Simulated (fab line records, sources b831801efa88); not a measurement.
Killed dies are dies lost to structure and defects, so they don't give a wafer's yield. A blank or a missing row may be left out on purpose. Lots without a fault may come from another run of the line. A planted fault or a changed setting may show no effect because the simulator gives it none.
Chamber matching | flow gf180mcu | GF_V3_CMP_04 on cmp-02: 4 sister chambers
The step polishes SiO2. 8 wafers are shown with their chamber, then 11 later ones without.

WAFERS WITH THEIR CHAMBER
wafer  | chamber | motor_current_A (A) | time_to_endpoint_s (s)
L086.3 | 2       | 12.0                | 70
L086.5 | 1       | 10.9                | 78
L087.3 | 3       | 10.9                | 77
L087.5 | 2       | 11.6                | 83
L090.2 | 0       | 13.3                | 82
L090.5 | 3       | 11.5                | 84
L090.6 | 0       | 13.3                | 84
L091.3 | 1       | 10.2                | 77

WAFERS WITHOUT THEIR CHAMBER
wafer  | motor_current_A (A) | time_to_endpoint_s (s)
L091.4 | 13.1                | 72
L091.6 | 12.0                | 77
L092.2 | 13.1                | 80
L092.3 | 10.9                | 76
L092.5 | 12.0                | 86
L093.1 | 13.2                | 80
L093.3 | 11.3                | 77
L093.4 | 10.4                | 82
L097.1 | 10.5                | 83
L097.2 | 11.4                | 79
L097.6 | 11.4                | 86

WHICH CHAMBER EACH WENT THROUGH
wafer  | from the rows above          | in truth
L091.4 | can't be placed: 0 or 2      | 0
L091.6 | can't be placed: 2 or 3      | 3
L092.2 | 0                            | 0
L092.3 | can't be placed: 1 or 3 or 2 | 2
L092.5 | can't be placed: 2 or 3 or 0 | 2
L093.1 | 0                            | 0
L093.3 | can't be placed: 3 or 2 or 1 | 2
L093.4 | can't be placed: 1 or 3      | 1
L097.1 | can't be placed: 1 or 3      | 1
L097.2 | can't be placed: 3 or 2 or 1 | 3
L097.6 | can't be placed: 3 or 2 or 1 | 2
Placed correctly: 2 of 11. Can't be placed from these rows: 9 (the true chamber is among the candidates in 9). Placed wrongly: 0.
How it was worked out, from the rows above alone: a wafer's distance from a chamber is the root of the sum, over the readings, of the square of ((its reading less the chamber's mean) divided by the reading's scatter). The wafer belongs to the nearest chamber; if the next one is less than 2 further off, it can't be placed. A chamber's mean is the mean of its shown wafers. The scatter: the root of (the sum of the squares of (reading less its chamber's mean) over the shown wafers, divided by (wafers less chambers)).
